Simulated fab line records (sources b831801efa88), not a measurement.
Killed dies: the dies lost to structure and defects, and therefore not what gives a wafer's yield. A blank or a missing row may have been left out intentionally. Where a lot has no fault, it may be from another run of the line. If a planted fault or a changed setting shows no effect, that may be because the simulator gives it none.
A struck lot beside a sound one + flow sky130 + 17 out of 708 route steps
Sound: the wafers L726.2, L726.5, L726.6. Struck: wafer L740.2 (left out: L740.1, L740.4 of the same lot, which were not struck); the cause appears at the end.
At each step with rows: each side's tool, then ch and its chambers, then its first start. Under that, the readings that differ: sound wafers + struck wafers + difference of the means + sigmas: that difference in standard deviations of wafers without a fault.
alike: readings whose means differ by less than 2 such deviations, and words and numbers that are the same on both sides. not compared: withheld readings, readings that some wafer has no value for, bounds like >300 that may hide the same value, and numbers for which the record gives no deviation and whose values overlap.
A row with sigmas, a row that says differs or no value, or rows on one side alone: a step with any of these is where the two part. Non-overlapping numbers with no deviation appear without sigmas and do not part them. A reading missing from all wafers of one side parts the sides only when that side holds two or more wafers.

SKY_FIELD_ISO_THK_MEAS_02:
  sound on film metro-04, day 1 16:57; struck on film metro-01, day 4 16:46
  alike: FIELD_ISO_OXIDATION_00_THK
then, 1 step without rows for these wafers: SKY_FIELD_ISO_CVD_03 (deposits Si3N4 from DCS/NH3, target thk 165 nm, time 2830 s).
SKY_FIELD_ISO_THK_MEAS_04:
  sound on film metro-04, day 1 18:48; struck on film metro-02, day 4 19:03
  alike: FIELD_ISO_CVD_03_THK
then, 8 steps without rows for these wafers: SKY_FIELD_ISO_DEHYDRATE_05 (time 60 s); SKY_FIELD_ISO_HMDS_06 (prime time 60 s); SKY_FIELD_ISO_COAT_07 (resist thk 60 nm); SKY_FIELD_ISO_COAT_08 (resist thk 450 nm); SKY_FIELD_ISO_SOFTBAKE_09 (time 90 s); SKY_FIELD_ISO_EXPOSE_10 (exposes mask FOM, target cd 150 nm); SKY_FIELD_ISO_PEB_11; SKY_FIELD_ISO_DEVELOP_12 (develop time 60 s).
SKY_FIELD_ISO_CD_MEAS_13: target cd 150 nm.
  sound on cd sem-02, day 2 09:54; struck on cd sem-01, day 5 12:54
| reading    | sound             | struck | difference | sigmas |
|------------|-------------------|--------|------------|--------|
| cd nm (nm) | 148.7 150.1 149.9 | 153.3  | +3.7       | +3     |
SKY_FIELD_ISO_ETCH_14: etches BARC in N2/H2, stops on SiO2, time 45.9 s, target depth 60 nm.
  sound on rie diel-02 ch 0,1,2, day 2 10:00; struck on rie diel-02 ch 1, day 5 13:01
| reading                                          | sound             | struck | difference | sigmas |
|--------------------------------------------------|-------------------|--------|------------|--------|
| oes product au (a.u.)                            | 0.856 0.850 0.862 | 0.982  | +0.126     | +28    |
| run length s (s)                                 | 73.7 74.0 74.7    | 46.6   | -27.5      | -51    |
| model.etch.depth nm (nm)                         | 60.19 60.28 60.29 | 30.37  | -29.88     |        |
| model.KrF-thick_of_FIELD_ISO_COAT_08.thk nm (nm) | 392 392.8 391.4   | 419.6  | +27.5      |        |
| model.FIELD_ISO.cd nm (nm)                       | 148.2 149.4 149.3 | 158.6  | +9.6       |        |
  alike: drypump motor current A, throttle valve pct
  not compared: rf hours counter h
SKY_FIELD_ISO_ETCH_15: etches the open film in CHF3/O2, stops on Si, target depth 180 nm, time 72 s.
  sound on rie diel-02 ch 0,1,2, day 2 10:03; struck on rie diel-02 ch 1, day 5 13:04
| reading                                          | sound             | struck | difference | sigmas |
|--------------------------------------------------|-------------------|--------|------------|--------|
| oes product au (a.u.)                            | 0.953 0.945 0.951 | 0.374  | -0.576     | -96    |
| throttle valve pct (%)                           | 8.848 8.856 8.843 | 8.682  | -0.167     | -18    |
| model.KrF-thick_of_FIELD_ISO_COAT_08.thk nm (nm) | 233.3 239.5 235.9 | 264.6  | +28.4      |        |
  alike: drypump motor current A, run length s
  not compared: rf hours counter h
SKY_FIELD_ISO_STRIP_16: strips in O2/N2.
  sound on plasma asher-02 ch 0,1, day 2 10:06; struck on plasma asher-01 ch 1, day 5 13:07
| reading                      | sound             | struck | difference | sigmas |
|------------------------------|-------------------|--------|------------|--------|
| oes product au (a.u.)        | 0.372 0.378 0.376 | 0.389  | +0.014     | +3     |
| strip time to endpoint s (s) | 3.513 3.595 3.543 | 3.867  | +0.317     | +12    |
  alike: drypump motor current A
  not compared: rf hours counter h
SKY_FIELD_ISO_ETCH_17: etches Si in HBr/Cl2/O2, target depth 342 nm, time 97.7 s.
  sound on rie si-02 ch 2,3, day 2 10:12; struck on rie si-01 ch 1, day 5 13:13
| reading                    | sound             | struck | difference | sigmas |
|----------------------------|-------------------|--------|------------|--------|
| run length s (s)           | 125.9 125.0 125.9 | 126.7  | +1.1       | +2     |
| model.FIELD_ISO.cd nm (nm) | 148.8 148.6 149.3 | 157.6  | +8.7       |        |
  alike: drypump motor current A, oes product au, throttle valve pct
  not compared: rf hours counter h
then, 1 step without rows for these wafers: SKY_FIELD_ISO_WET_ETCH_18 (etches Si3N4 in H3PO4, target depth 25 nm, time 286 s).

WHERE THEY PART
Last at SKY_FIELD_ISO_ETCH_17 as far as this record goes, first at SKY_FIELD_ISO_CD_MEAS_13.

WHY: what had been put in by the simulator
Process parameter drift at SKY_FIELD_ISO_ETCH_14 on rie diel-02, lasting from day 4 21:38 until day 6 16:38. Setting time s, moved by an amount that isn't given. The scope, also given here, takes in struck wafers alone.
